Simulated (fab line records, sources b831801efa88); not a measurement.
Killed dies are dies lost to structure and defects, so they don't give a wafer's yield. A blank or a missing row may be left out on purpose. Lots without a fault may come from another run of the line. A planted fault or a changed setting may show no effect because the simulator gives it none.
fab line records | flow gf180mcu
record lots=5 wafers=15 last_day=33
route steps=602 shown LVPWELL@59 MVSD@66 MVPSD@78 VT_IMPLANT@90
lots that met no fault: from a run of the same line without faults
start_h: hours from the record's first day to the start of the lot's first wafer shown | wait_h: hours since the lot's step before | " the same as in the row above | L1.1+2: a row that stands for several wafers | - no value, or no start given | * or withheld: withheld | < > ~ a bound
route shown NAME@n: a module of which the file shows steps, and the number in the route of the first | usual: mean/standard deviation of fault-free wafers | same: alike in all rows | chamber/n: place in a boat | sites: the reading at each site | _std_site: their standard deviation | _edge_site: outer sites' mean less inner sites' | radius_mm: how far each site lies from the wafer's centre | mask NAME#n: copy n | behind: the tool/chamber that last shaped the wafer | hold: why the lot was held/for how many hours/how that ended | device: the transistor (n, p or np) that didn't switch | end of line: the same wafers' tests at the end of the route | a step without rows: its recipe alone | killed: dies lost to structure and defects at the first sort, not the wafer's yield | map: a wafer's dies, x killed, . not, _ none there
set.NAME: the setting as run; set.NAME@STEP: as run at that earlier step | model.NAME: the simulator's own value behind a step, which no gauge read
lots at some steps of the route; a table a step, a row a wafer
services: from which hour (start_h, from the record's first day; less than 0 if before it) a tool's chamber was out of use, for how many hours, and why
## steps
# step GF_LVPWELL_PEB_05
# recipe temp_c=115 time_s=withheld
# usual chill_plate_temp_C=22.98/0.11
# columns lot.wafer tool chamber start_h wait_h chill_plate_temp_C
L078.1 litho_track-01 0 - - 22.91
L078.5 " 0 " " 23.04
L078.6 " 0 " " 22.94
L082.1 litho_track-03 0 - - 23.11
L082.2 " 0 " " 23.08
L082.5 " 0 " " 23.19
L083.2 litho_track-03 0 - - 23.03
L083.3 " 0 " " 23.15
L083.4 " 0 " " 23.05
L090.1 litho_track-01 0 - - 23.00
L090.2 " 0 " " 23.03
L090.5 " 0 " " 23.12
L092.1 litho_track-02 0 - - 22.82
L092.5 " 0 " " 22.91
L092.6 " 0 " " 22.87
# step GF_LVPWELL_DEVELOP_06
# recipe wall_angle_deg=90 develop_time_s=60 dev_temp_c=23
# usual chill_plate_temp_C=23.00/0.12 developer_temp_C=23.00/0.12
# columns lot.wafer tool chamber start_h wait_h chill_plate_temp_C developer_temp_C
L078.1 litho_track-01 0 - - 23.20 22.97
L078.5 " 0 " " 23.04 23.16
L078.6 " 0 " " 22.93 23.11
L082.1 litho_track-03 0 - - 22.90 22.86
L082.2 " 0 " " 23.02 22.90
L082.5 " 0 " " 23.10 23.00
L083.2 litho_track-03 0 - - 22.90 23.01
L083.3 " 0 " " 22.83 23.01
L083.4 " 0 " " 22.98 23.02
L090.1 litho_track-01 0 - - 22.78 22.96
L090.2 " 0 " " 22.89 23.11
L090.5 " 0 " " 22.96 23.09
L092.1 litho_track-02 0 - - 23.32 22.95
L092.5 " 0 " " 23.05 22.87
L092.6 " 0 " " 23.19 23.02
# step GF_LVPWELL_OVL_MEAS_07
# usual LVPWELL_OVL=0.8/1.6
# columns lot.wafer tool chamber start_h wait_h LVPWELL_OVL[nm]
L078.1 overlay-01 - 92.17 - -0.1
L078.5 " - " " 0.2
L078.6 " - " " 0.1
L082.1 overlay-01 - 115.31 - 3.9
L082.2 " - " " 0.6
L082.5 " - " " 0.9
L083.2 overlay-02 - 118.22 - -0.7
L083.3 " - " " 0.0
L083.4 " - " " 0.0
L090.1 overlay-02 - 159.02 - -1.5
L090.2 " - " " -0.3
L090.5 " - " " -0.2
L092.1 overlay-02 - 168.90 - 1.4
L092.5 " - " " 3.4
L092.6 " - " " -0.3
# step GF_LVPWELL_IMPLANT_08
# recipe species=B energy_kev=170 dose_cm2=1.5e+13 tilt_deg=0
# same implant_ion_amu=11
# columns lot.wafer tool chamber start_h wait_h
L078.1+5+6 implanter-03 0 92.21 0.0
L082.1+2+5 implanter-02 0 115.35 0.0
L083.2+3+4 implanter-03 0 118.27 0.0
L090.1+2+5 implanter-03 0 159.06 0.0
L092.1+5+6 implanter-03 0 168.93 0.0
# step GF_LVPWELL_IMPLANT_09
# recipe species=B energy_kev=60 dose_cm2=5e+12 tilt_deg=0
# same implant_ion_amu=11
# columns lot.wafer tool chamber start_h wait_h
L078.1+5+6 implanter-03 0 92.36 0.1
L082.1+2+5 implanter-02 0 115.50 0.1
L083.2+3+4 implanter-03 0 118.42 0.1
L090.1+2+5 implanter-03 0 159.21 0.1
L092.1+5+6 implanter-03 0 169.08 0.1
# step GF_LVPWELL_STRIP_10
# recipe chemistry=O2/N2 power_w=1400 pressure_mtorr=1500 platen_temp_c=250 o2_flow_sccm=3000 n2_flow_sccm=300 overash_fraction=0.5
# usual drypump_motor_current_A=5.8/0.34 heater_power_w=295/13 n2_flow_sccm=300.2/0.86 oes_product_au=0.722/0.0048 strip_time_to_endpoint_s=36.87/0.12
# columns lot.wafer tool chamber start_h wait_h drypump_motor_current_A heater_power_w n2_flow_sccm oes_product_au rf_hours_counter_h strip_time_to_endpoint_s
L078.1 plasma_asher-03 0 92.51 0.1 6.0 300 299.5 0.724 45 36.56
L078.5 " 0 " " 5.9 300 299.9 0.724 - 36.79
L078.6 " 1 " " 5.5 312 301.1 0.714 - 36.52
L082.1 plasma_asher-01 0 115.65 0.1 6.1 314 300.7 0.713 48 36.76
L082.2 " 1 " " 6.2 283 300.9 0.729 48 36.87
L082.5 " 1 " " 6.2 291 299.2 0.724 - 36.85
L083.2 plasma_asher-03 0 118.55 0.1 5.9 292 300.1 0.717 48 36.80
L083.3 " 1 " " 5.5 315 299.8 0.723 - 36.76
L083.4 " 0 " " 5.9 299 300.1 0.728 - 36.84
L090.1 plasma_asher-02 1 159.36 0.1 6.1 289 300.7 0.726 4 37.18
L090.2 " 0 " " 5.4 288 299.8 0.724 4 37.12
L090.5 " 0 " " 5.3 285 298.7 0.721 - 37.00
L092.1 plasma_asher-01 0 169.23 0.1 6.1 312 301.2 0.717 53 36.91
L092.5 " 1 " " 6.2 277 300.2 0.734 - 36.87
L092.6 " 0 " " 6.1 312 300.4 0.727 - 36.91
# step GF_LVPWELL_TW_MEAS_11
# usual LVPWELL_TW=564.4/2.4
# columns lot.wafer tool chamber start_h wait_h LVPWELL_TW
L078.1 film_metro-01 - 92.61 0.1 563.7
L078.5 " - " " 563.7
L078.6 " - " " 563.2
L082.1 film_metro-01 - 115.75 0.1 562.7
L082.2 " - " " 563.7
L082.5 " - " " 566.4
L083.2 film_metro-03 - 118.66 0.1 562.2
L083.3 " - " " 563.4
L083.4 " - " " 561.4
L090.1 film_metro-01 - 159.46 0.1 565.2
L090.2 " - " " 564.8
L090.5 " - " " 567.9
L092.1 film_metro-01 - 169.33 0.1 562.5
L092.5 " - " " 562.2
L092.6 " - " " 565.6
# step GF_MVSD_DEHYDRATE_00
# recipe temp_c=200 time_s=60
# usual chill_plate_temp_C=23.01/0.11
# columns lot.wafer tool chamber start_h wait_h chill_plate_temp_C
L078.1 litho_track-02 0 99.00 6.4 23.00
L078.5 " 0 " " 22.93
L078.6 " 0 " " 22.76
L082.1 litho_track-03 0 122.31 6.6 22.94
L082.2 " 0 " " 23.01
L082.5 " 0 " " 22.95
L083.2 litho_track-02 0 125.07 6.4 23.21
L083.3 " 0 " " 22.96
L083.4 " 0 " " 23.16
L090.1 litho_track-04 0 167.17 7.7 22.74
L090.2 " 0 " " 22.98
L090.5 " 0 " " 22.86
L092.1 litho_track-02 0 176.40 7.1 23.09
L092.5 " 0 " " 23.07
L092.6 " 0 " " 22.84
# step GF_MVSD_HMDS_01
# recipe prime_time_s=60 prime_temp_c=120
# usual chill_plate_temp_C=22.98/0.12 prime_temp_c=120.00/0.14
# columns lot.wafer tool chamber start_h wait_h chill_plate_temp_C prime_temp_c
L078.1 litho_track-02 0 99.15 0.1 23.09 119.96
L078.5 " 0 " " 23.08 119.97
L078.6 " 0 " " 23.17 119.93
L082.1 litho_track-03 0 122.46 0.1 22.88 120.09
L082.2 " 0 " " 22.88 119.88
L082.5 " 0 " " 22.87 120.13
L083.2 litho_track-02 0 125.22 0.1 23.04 119.92
L083.3 " 0 " " 22.83 120.02
L083.4 " 0 " " 23.01 120.04
L090.1 litho_track-04 0 167.32 0.1 22.88 119.89
L090.2 " 0 " " 23.03 119.83
L090.5 " 0 " " 23.16 119.83
L092.1 litho_track-02 0 176.55 0.1 22.95 119.76
L092.5 " 0 " " 22.96 119.96
L092.6 " 0 " " 22.90 120.02
# step GF_MVSD_COAT_02
# recipe spin_rpm=2000 resist_thk_nm=3000
# usual chill_plate_temp_C=22.99/0.11 spin_speed_rpm=1999.9/1.2
# columns lot.wafer tool chamber start_h wait_h chill_plate_temp_C spin_speed_rpm
L078.1 litho_track-02 0 99.30 0.1 23.31 1998.7
L078.5 " 0 " " 23.17 2000.8
L078.6 " 0 " " 23.18 2001.0
L082.1 litho_track-03 0 122.61 0.1 23.20 1999.5
L082.2 " 0 " " 23.18 1999.5
L082.5 " 0 " " 23.18 1999.5
L083.2 litho_track-02 0 125.37 0.1 22.83 1999.8
L083.3 " 0 " " 22.94 2000.4
L083.4 " 0 " " 23.14 2000.3
L090.1 litho_track-04 0 167.47 0.1 22.86 1998.6
L090.2 " 0 " " 22.91 1998.7
L090.5 " 0 " " 23.01 2000.2
L092.1 litho_track-02 0 176.70 0.1 23.18 2001.9
L092.5 " 0 " " 23.01 1999.9
L092.6 " 0 " " 22.94 1999.7
# step GF_MVSD_SOFTBAKE_03
# recipe temp_c=110 time_s=withheld
# usual chill_plate_temp_C=23.00/0.1
# columns lot.wafer tool chamber start_h wait_h chill_plate_temp_C
L078.1 litho_track-02 0 99.45 0.1 23.11
L078.5 " 0 " " 23.05
L078.6 " 0 " " 23.01
L082.1 litho_track-03 0 122.76 0.1 23.20
L082.2 " 0 " " 23.02
L082.5 " 0 " " 22.87
L083.2 litho_track-02 0 125.53 0.1 22.98
L083.3 " 0 " " 22.89
L083.4 " 0 " " 22.93
L090.1 litho_track-04 0 167.62 0.1 23.10
L090.2 " 0 " " 23.02
L090.5 " 0 " " 23.10
L092.1 litho_track-02 0 176.85 0.1 22.91
L092.5 " 0 " " 22.84
L092.6 " 0 " " 22.80
# step GF_MVSD_EXPOSE_04
# recipe mask_id=MVSD target_cd_nm=1000 na=0.6 source_shape=conventional sigma_outer=0.6 dose_mj=260
# columns lot.wafer tool chamber start_h wait_h mask
L078.1+5+6 iline_stepper-01 0 - - MVSD#0
L082.1+2+5 iline_stepper-02 0 - - MVSD#0
L083.2+3+4 iline_stepper-01 0 - - MVSD#0
L090.1+2+5 iline_stepper-02 0 - - MVSD#0
L092.1+5+6 iline_stepper-02 0 - - MVSD#0
# step GF_MVSD_PEB_05
# recipe temp_c=115 time_s=withheld
# usual chill_plate_temp_C=22.98/0.13
# columns lot.wafer tool chamber start_h wait_h chill_plate_temp_C
L078.1 litho_track-03 0 - - 22.95
L078.5 " 0 " " 23.12
L078.6 " 0 " " 23.12
L082.1 litho_track-04 0 - - 23.01
L082.2 " 0 " " 23.15
L082.5 " 0 " " 23.04
L083.2 litho_track-03 0 - - 22.90
L083.3 " 0 " " 22.95
L083.4 " 0 " " 22.93
L090.1 litho_track-04 0 - - 22.88
L090.2 " 0 " " 22.93
L090.5 " 0 " " 22.95
L092.1 litho_track-04 0 - - 23.00
L092.5 " 0 " " 23.09
L092.6 " 0 " " 23.03
# step GF_MVSD_DEVELOP_06
# recipe wall_angle_deg=90 develop_time_s=61.14 dev_temp_c=23
# usual chill_plate_temp_C=23.01/0.11 developer_temp_C=23.02/0.1
# columns lot.wafer tool chamber start_h wait_h chill_plate_temp_C developer_temp_C
L078.1 litho_track-03 0 - - 22.89 23.03
L078.5 " 0 " " 23.10 23.07
L078.6 " 0 " " 23.03 22.81
L082.1 litho_track-04 0 - - 23.24 23.06
L082.2 " 0 " " 23.05 23.15
L082.5 " 0 " " 23.08 23.31
L083.2 litho_track-03 0 - - 22.73 22.89
L083.3 " 0 " " 22.96 22.92
L083.4 " 0 " " 22.81 22.99
L090.1 litho_track-04 0 - - 22.85 23.08
L090.2 " 0 " " 23.02 23.18
L090.5 " 0 " " 22.84 22.99
L092.1 litho_track-04 0 - - 22.81 23.03
L092.5 " 0 " " 22.89 22.95
L092.6 " 0 " " 22.80 22.96
# step GF_MVSD_OVL_MEAS_07
# usual MVSD_OVL=0.4/1.2
# columns lot.wafer tool chamber start_h wait_h MVSD_OVL[nm]
L078.1 overlay-01 - 106.31 - 2.0
L078.5 " - " " 1.7
L078.6 " - " " 2.8
L082.1 overlay-02 - 129.48 - -0.6
L082.2 " - " " -1.1
L082.5 " - " " -0.6
L083.2 overlay-02 - 133.61 - 0.4
L083.3 " - " " 1.0
L083.4 " - " " 0.1
L090.1 overlay-02 - 175.92 - -2.3
L090.2 " - " " 1.1
L090.5 " - " " 1.1
L092.1 overlay-01 - 185.77 - 0.4
L092.5 " - " " 0.6
L092.6 " - " " -0.3
# step GF_MVSD_IMPLANT_08
# recipe species=P energy_kev=400 dose_cm2=1.6e+13 tilt_deg=0
# same implant_ion_amu=31
# columns lot.wafer tool chamber start_h wait_h
L078.1+5+6 implanter-02 0 106.35 0.0
L082.1+2+5 implanter-02 0 129.51 0.0
L083.2+3+4 implanter-02 0 133.67 0.0
L090.1+2+5 implanter-03 0 175.96 0.0
L092.1+5+6 implanter-03 0 185.81 0.0
# step GF_MVSD_IMPLANT_09
# recipe species=P energy_kev=100 dose_cm2=5e+12 tilt_deg=0
# same implant_ion_amu=31
# columns lot.wafer tool chamber start_h wait_h
L078.1+5+6 implanter-02 0 106.50 0.1
L082.1+2+5 implanter-02 0 129.66 0.1
L083.2+3+4 implanter-02 0 133.82 0.1
L090.1+2+5 implanter-03 0 176.11 0.1
L092.1+5+6 implanter-03 0 185.96 0.1
# step GF_MVSD_STRIP_10
# recipe chemistry=O2/N2 power_w=1400 pressure_mtorr=1500 platen_temp_c=250 o2_flow_sccm=3000 n2_flow_sccm=300 overash_fraction=0.5
# usual drypump_motor_current_A=5.7/0.46 heater_power_w=298/16 n2_flow_sccm=300.0/0.92 oes_product_au=0.723/0.0043 strip_time_to_endpoint_s=37.04/0.098
# columns lot.wafer tool chamber start_h wait_h drypump_motor_current_A heater_power_w n2_flow_sccm oes_product_au rf_hours_counter_h strip_time_to_endpoint_s
L078.1 plasma_asher-04 1 106.65 0.1 5.7 293 301.6 0.725 33 37.02
L078.5 " 0 " " 4.9 321 300.0 0.724 - 37.04
L078.6 " 1 " " 5.7 302 299.8 0.729 - 37.05
L082.1 plasma_asher-02 1 129.81 0.1 6.1 288 300.2 0.722 1 37.03
L082.2 " 0 " " 5.3 285 299.7 0.722 1 36.95
L082.5 " 0 " " 5.4 285 301.0 0.722 - 37.03
L083.2 plasma_asher-04 1 133.94 0.1 5.7 306 301.0 0.727 36 37.17
L083.3 " 1 " " 5.7 292 301.6 0.731 - 37.11
L083.4 " 0 " " 4.9 326 300.1 0.718 - 37.14
L090.1 plasma_asher-02 1 176.26 0.1 6.1 292 298.5 0.729 6 37.11
L090.2 " 0 " " 5.4 291 300.1 0.726 6 37.05
L090.5 " 1 " " 6.1 291 299.4 0.723 - 37.03
L092.1 plasma_asher-02 0 186.11 0.1 5.3 288 299.2 0.713 7 37.09
L092.5 " 0 " " 5.3 290 300.1 0.722 - 37.03
L092.6 " 1 " " 6.1 297 301.1 0.724 - 37.08
# step GF_MVSD_TW_MEAS_11
# usual MVSD_TW=1593/7.6
# columns lot.wafer tool chamber start_h wait_h MVSD_TW
L078.1 film_metro-01 - 106.75 0.1 1590
L078.5 " - " " 1588
L078.6 " - " " 1597
L082.1 film_metro-01 - 129.91 0.1 1572
L082.2 " - " " 1580
L082.5 " - " " 1583
L083.2 film_metro-02 - 134.05 0.1 1589
L083.3 " - " " 1597
L083.4 " - " " 1593
L090.1 film_metro-02 - 176.36 0.1 1594
L090.2 " - " " 1594
L090.5 " - " " 1595
L092.1 film_metro-03 - 186.21 0.1 1603
L092.5 " - " " 1603
L092.6 " - " " 1603
# step GF_MVPSD_DEHYDRATE_00
# recipe temp_c=200 time_s=60
# usual chill_plate_temp_C=23.00/0.1
# columns lot.wafer tool chamber start_h wait_h chill_plate_temp_C
L078.1 litho_track-04 0 113.23 6.5 22.97
L078.5 " 0 " " 22.88
L078.6 " 0 " " 23.04
L082.1 litho_track-04 0 137.43 7.5 23.18
L082.2 " 0 " " 23.00
L082.5 " 0 " " 22.82
L083.2 litho_track-01 0 140.75 6.7 22.85
L083.3 " 0 " " 22.91
L083.4 " 0 " " 22.85
L090.1 litho_track-02 0 184.00 7.6 22.81
L090.2 " 0 " " 23.00
L090.5 " 0 " " 23.07
L092.1 litho_track-01 0 193.82 7.6 23.05
L092.5 " 0 " " 23.12
L092.6 " 0 " " 22.91
# step GF_MVPSD_HMDS_01
# recipe prime_time_s=60 prime_temp_c=120
# usual chill_plate_temp_C=23.01/0.099 prime_temp_c=120.00/0.15
# columns lot.wafer tool chamber start_h wait_h chill_plate_temp_C prime_temp_c
L078.1 litho_track-04 0 113.38 0.1 22.91 119.96
L078.5 " 0 " " 23.13 120.24
L078.6 " 0 " " 23.12 120.11
L082.1 litho_track-04 0 137.58 0.1 23.08 120.02
L082.2 " 0 " " 22.95 119.98
L082.5 " 0 " " 22.85 119.92
L083.2 litho_track-01 0 140.90 0.1 22.91 119.88
L083.3 " 0 " " 22.99 119.84
L083.4 " 0 " " 22.90 119.84
L090.1 litho_track-02 0 184.15 0.1 23.08 120.15
L090.2 " 0 " " 22.84 120.22
L090.5 " 0 " " 23.18 120.39
L092.1 litho_track-01 0 193.97 0.1 22.94 120.08
L092.5 " 0 " " 22.92 120.24
L092.6 " 0 " " 22.96 119.97
# step GF_MVPSD_COAT_02
# recipe spin_rpm=2000 resist_thk_nm=3000
# usual chill_plate_temp_C=23.00/0.1 spin_speed_rpm=2000.1/1.2
# columns lot.wafer tool chamber start_h wait_h chill_plate_temp_C spin_speed_rpm
L078.1 litho_track-04 0 113.53 0.1 23.15 2000.9
L078.5 " 0 " " 23.06 1999.6
L078.6 " 0 " " 23.17 1999.0
L082.1 litho_track-04 0 137.73 0.1 23.02 2000.9
L082.2 " 0 " " 23.06 1999.1
L082.5 " 0 " " 22.95 1999.0
L083.2 litho_track-01 0 141.05 0.1 23.04 1999.0
L083.3 " 0 " " 23.18 2002.1
L083.4 " 0 " " 22.98 1998.9
L090.1 litho_track-02 0 184.30 0.1 23.03 1999.0
L090.2 " 0 " " 22.96 2001.1
L090.5 " 0 " " 22.88 2001.3
L092.1 litho_track-01 0 194.12 0.1 23.08 1999.9
L092.5 " 0 " " 23.07 2000.0
L092.6 " 0 " " 23.08 1999.1
# step GF_MVPSD_SOFTBAKE_03
# recipe temp_c=110 time_s=withheld
# usual chill_plate_temp_C=23.00/0.11
# columns lot.wafer tool chamber start_h wait_h chill_plate_temp_C
L078.1 litho_track-04 0 113.68 0.1 23.12
L078.5 " 0 " " 23.00
L078.6 " 0 " " 23.20
L082.1 litho_track-04 0 137.88 0.1 22.81
L082.2 " 0 " " 22.83
L082.5 " 0 " " 22.81
L083.2 litho_track-01 0 141.21 0.1 23.15
L083.3 " 0 " " 22.97
L083.4 " 0 " " 22.82
L090.1 litho_track-02 0 184.45 0.1 23.01
L090.2 " 0 " " 22.98
L090.5 " 0 " " 22.86
L092.1 litho_track-01 0 194.27 0.1 23.00
L092.5 " 0 " " 23.16
L092.6 " 0 " " 23.05
# step GF_MVPSD_EXPOSE_04
# recipe mask_id=MVPSD target_cd_nm=1000 na=0.6 source_shape=conventional sigma_outer=0.6 dose_mj=260
# columns lot.wafer tool chamber start_h wait_h mask
L078.1+5+6 iline_stepper-01 0 - - MVPSD#0
L082.1+2+5 iline_stepper-01 0 - - MVPSD#0
L083.2+3+4 iline_stepper-02 0 - - MVPSD#0
L090.1+2+5 iline_stepper-01 0 - - MVPSD#0
L092.1+5+6 iline_stepper-02 0 - - MVPSD#0
# step GF_MVPSD_PEB_05
# recipe temp_c=115 time_s=withheld
# usual chill_plate_temp_C=23.02/0.099
# columns lot.wafer tool chamber start_h wait_h chill_plate_temp_C
L078.1 litho_track-02 0 - - 23.06
L078.5 " 0 " " 23.18
L078.6 " 0 " " 23.15
L082.1 litho_track-02 0 - - 22.99
L082.2 " 0 " " 23.11
L082.5 " 0 " " 23.07
L083.2 litho_track-02 0 - - 22.79
L083.3 " 0 " " 23.06
L083.4 " 0 " " 23.19
L090.1 litho_track-04 0 - - 22.90
L090.2 " 0 " " 22.88
L090.5 " 0 " " 22.94
L092.1 litho_track-04 0 - - 23.18
L092.5 " 0 " " 23.11
L092.6 " 0 " " 23.17
# step GF_MVPSD_DEVELOP_06
# recipe wall_angle_deg=90 develop_time_s=60 dev_temp_c=23
# usual chill_plate_temp_C=23.02/0.1 developer_temp_C=23.02/0.098
# columns lot.wafer tool chamber start_h wait_h chill_plate_temp_C developer_temp_C
L078.1 litho_track-02 0 - - 22.79 23.21
L078.5 " 0 " " 22.93 23.13
L078.6 " 0 " " 22.77 23.00
L082.1 litho_track-02 0 - - 23.00 23.11
L082.2 " 0 " " 22.99 23.07
L082.5 " 0 " " 23.05 22.98
L083.2 litho_track-02 0 - - 23.05 22.83
L083.3 " 0 " " 23.03 22.95
L083.4 " 0 " " 23.02 22.93
L090.1 litho_track-04 0 - - 22.95 22.93
L090.2 " 0 " " 22.87 22.96
L090.5 " 0 " " 22.86 23.03
L092.1 litho_track-04 0 - - 22.84 22.92
L092.5 " 0 " " 22.84 23.09
L092.6 " 0 " " 22.89 22.91
# step GF_MVPSD_OVL_MEAS_07
# usual MVPSD_OVL=0.5/1.4
# columns lot.wafer tool chamber start_h wait_h MVPSD_OVL[nm]
L078.1 overlay-01 - 121.25 - -0.5
L078.5 " - " " -1.7
L078.6 " - " " -0.3
L082.1 overlay-02 - 144.80 - -1.5
L082.2 " - " " -1.1
L082.5 " - " " -0.3
L083.2 overlay-01 - 149.35 - 1.1
L083.3 " - " " 1.9
L083.4 " - " " 0.9
L090.1 overlay-01 - 192.87 - 0.0
L090.2 " - " " 1.6
L090.5 " - " " 2.6
L092.1 overlay-02 - 203.42 - -2.4
L092.5 " - " " 1.9
L092.6 " - " " -0.9
# step GF_MVPSD_IMPLANT_08
# recipe species=B energy_kev=170 dose_cm2=1.5e+13 tilt_deg=0
# same implant_ion_amu=11
# columns lot.wafer tool chamber start_h wait_h
L078.1+5+6 implanter-02 0 121.28 0.0
L082.1+2+5 implanter-01 0 144.83 0.0
L083.2+3+4 implanter-02 0 149.41 0.0
L090.1+2+5 implanter-02 0 192.91 0.0
L092.1+5+6 implanter-02 0 203.46 0.0
# step GF_MVPSD_IMPLANT_09
# recipe species=B energy_kev=40 dose_cm2=5e+12 tilt_deg=0
# same implant_ion_amu=11
# columns lot.wafer tool chamber start_h wait_h
L078.1+5+6 implanter-02 0 122.04 0.7
L082.1+2+5 implanter-01 0 144.98 0.1
L083.2+3+4 implanter-02 0 149.56 0.1
L090.1+2+5 implanter-02 0 193.06 0.1
L092.1+5+6 implanter-02 0 203.61 0.1
# step GF_MVPSD_STRIP_10
# recipe chemistry=O2/N2 power_w=1400 pressure_mtorr=1500 platen_temp_c=250 o2_flow_sccm=3000 n2_flow_sccm=300 overash_fraction=0.5
# usual drypump_motor_current_A=5.6/0.35 heater_power_w=299/14 n2_flow_sccm=300.0/0.86 oes_product_au=0.722/0.004 strip_time_to_endpoint_s=37.06/0.096
# columns lot.wafer tool chamber start_h wait_h drypump_motor_current_A heater_power_w n2_flow_sccm oes_product_au rf_hours_counter_h strip_time_to_endpoint_s
L078.1 plasma_asher-02 0 122.19 0.1 5.4 281 299.2 0.726 0 37.04
L078.5 " 0 " " 5.3 285 299.4 0.723 - 36.97
L078.6 " 1 " " 6.1 285 299.3 0.728 - 37.18
L082.1 plasma_asher-03 1 145.13 0.1 5.5 321 299.6 0.721 51 37.02
L082.2 " 0 " " 5.9 290 300.5 0.728 51 36.91
L082.5 " 0 " " 5.9 301 299.4 0.721 - 36.95
L083.2 plasma_asher-02 0 149.68 0.1 5.4 279 299.4 0.727 3 36.96
L083.3 " 1 " " 6.1 285 301.1 0.725 - 36.97
L083.4 " 0 " " 5.3 281 298.4 0.723 - 37.02
L090.1 plasma_asher-02 0 193.21 0.1 5.3 288 300.3 0.722 7 37.22
L090.2 " 1 " " 6.1 293 301.3 0.718 7 37.15
L090.5 " 0 " " 5.3 286 298.6 0.723 - 37.19
L092.1 plasma_asher-02 1 203.76 0.1 6.1 284 297.7 0.718 8 37.08
L092.5 " 0 " " 5.3 288 299.1 0.726 - 37.07
L092.6 " 1 " " 6.1 285 299.6 0.723 - 37.09
# step GF_MVPSD_TW_MEAS_11
# usual MVPSD_TW=558.8/2.7
# columns lot.wafer tool chamber start_h wait_h MVPSD_TW
L078.1 film_metro-02 - 122.29 0.1 559.8
L078.5 " - " " 556.9
L078.6 " - " " 559.8
L082.1 film_metro-01 - 145.23 0.1 557.8
L082.2 " - " " 551.0
L082.5 " - " " 556.4
L083.2 film_metro-01 - 149.79 0.1 557.4
L083.3 " - " " 557.0
L083.4 " - " " 558.0
L090.1 film_metro-01 - 193.31 0.1 557.9
L090.2 " - " " 552.7
L090.5 " - " " 556.2
L092.1 film_metro-03 - 203.86 0.1 560.5
L092.5 " - " " 562.8
L092.6 " - " " 561.0
# step GF_VT_IMPLANT_DEHYDRATE_00
# recipe temp_c=200 time_s=60
# usual chill_plate_temp_C=22.98/0.11
# columns lot.wafer tool chamber start_h wait_h chill_plate_temp_C
L078.1 litho_track-01 0 128.67 6.4 23.02
L078.5 " 0 " " 23.01
L078.6 " 0 " " 22.84
L082.1 litho_track-01 0 152.52 7.3 22.80
L082.2 " 0 " " 23.02
L082.5 " 0 " " 22.78
L083.2 litho_track-01 0 157.15 7.3 23.21
L083.3 " 0 " " 23.01
L083.4 " 0 " " 22.99
L090.1 litho_track-01 0 200.87 7.6 22.96
L090.2 " 0 " " 22.93
L090.5 " 0 " " 22.97
L092.1 litho_track-01 0 212.22 8.4 23.15
L092.5 " 0 " " 23.13
L092.6 " 0 " " 22.69
# step GF_VT_IMPLANT_HMDS_01
# recipe prime_time_s=60 prime_temp_c=120
# usual chill_plate_temp_C=22.99/0.098 prime_temp_c=120.00/0.12
# columns lot.wafer tool chamber start_h wait_h chill_plate_temp_C prime_temp_c
L078.1 litho_track-01 0 128.82 0.1 22.87 119.95
L078.5 " 0 " " 22.87 119.85
L078.6 " 0 " " 22.92 119.90
L082.1 litho_track-01 0 152.67 0.1 22.98 120.05
L082.2 " 0 " " 23.09 119.77
L082.5 " 0 " " 22.99 119.84
L083.2 litho_track-01 0 157.30 0.1 23.02 120.05
L083.3 " 0 " " 23.07 120.03
L083.4 " 0 " " 23.01 120.14
L090.1 litho_track-01 0 201.02 0.1 22.82 120.06
L090.2 " 0 " " 22.98 120.01
L090.5 " 0 " " 22.84 120.03
L092.1 litho_track-01 0 212.37 0.1 22.99 120.27
L092.5 " 0 " " 23.06 120.12
L092.6 " 0 " " 22.87 120.14
# step GF_VT_IMPLANT_COAT_02
# recipe resist=NOVOLAK spin_rpm=3000 resist_thk_nm=1000
# usual chill_plate_temp_C=23.01/0.1 spin_speed_rpm=2999.9/1.8
# columns lot.wafer tool chamber start_h wait_h chill_plate_temp_C spin_speed_rpm
L078.1 litho_track-01 0 128.97 0.1 23.04 3001.7
L078.5 " 0 " " 23.11 2999.3
L078.6 " 0 " " 23.02 2997.4
L082.1 litho_track-01 0 152.82 0.1 22.95 3001.2
L082.2 " 0 " " 22.82 3002.8
L082.5 " 0 " " 22.92 3000.1
L083.2 litho_track-01 0 157.45 0.1 22.97 3001.2
L083.3 " 0 " " 23.05 3000.5
L083.4 " 0 " " 23.14 2999.3
L090.1 litho_track-01 0 201.17 0.1 23.00 2999.0
L090.2 " 0 " " 22.88 3002.8
L090.5 " 0 " " 23.14 2998.4
L092.1 litho_track-01 0 212.52 0.1 23.00 2999.4
L092.5 " 0 " " 23.13 3000.6
L092.6 " 0 " " 23.05 2999.9
# step GF_VT_IMPLANT_SOFTBAKE_03
# recipe temp_c=90 time_s=60 resist=NOVOLAK
# usual chill_plate_temp_C=22.98/0.11
# columns lot.wafer tool chamber start_h wait_h chill_plate_temp_C
L078.1 litho_track-01 0 129.12 0.1 23.16
L078.5 " 0 " " 23.04
L078.6 " 0 " " 22.92
L082.1 litho_track-01 0 152.97 0.1 22.79
L082.2 " 0 " " 22.92
L082.5 " 0 " " 22.88
L083.2 litho_track-01 0 157.60 0.1 23.11
L083.3 " 0 " " 22.97
L083.4 " 0 " " 23.02
L090.1 litho_track-01 0 201.32 0.1 23.01
L090.2 " 0 " " 22.93
L090.5 " 0 " " 22.83
L092.1 litho_track-01 0 212.67 0.1 23.01
L092.5 " 0 " " 23.06
L092.6 " 0 " " 23.04
# step GF_VT_IMPLANT_EXPOSE_04
# recipe mask_id=LVPWELL_LV_AREA target_cd_nm=600 na=0.6 source_shape=conventional sigma_outer=0.6 dose_mj=140
# columns lot.wafer tool chamber start_h wait_h mask
L078.1+5+6 iline_stepper-01 0 - - LVPWELL_LV_AREA#0
L082.1+2+5 iline_stepper-02 0 - - LVPWELL_LV_AREA#0
L083.2+3+4 iline_stepper-02 0 - - LVPWELL_LV_AREA#0
L090.1+2+5 iline_stepper-02 0 - - LVPWELL_LV_AREA#0
L092.1+5+6 iline_stepper-01 0 - - LVPWELL_LV_AREA#0
## services
# columns tool chamber start_h hours kind
implanter-02 - 77.37 3.4 pm
implanter-01 - 82.93 4.2 pm
iline_stepper-01 - 84.21 1.7 pm
iline_stepper-02 - 98.08 1.7 pm
iline_stepper-02 - 100.99 2.9 repair
plasma_asher-02 - 108.75 9.0 pm
plasma_asher-02 0 108.75 9.0 vent_cycle
plasma_asher-02 1 108.75 9.0 vent_cycle
plasma_asher-02 0 117.75 - clean
plasma_asher-02 1 117.75 - clean
implanter-01 - 121.44 5.0 pm
implanter-03 - 128.54 6.8 pm
implanter-01 - 150.26 2.9 repair
iline_stepper-01 0 196.25 - calibration
iline_stepper-02 - 208.28 5.4 repair
## key
fault none
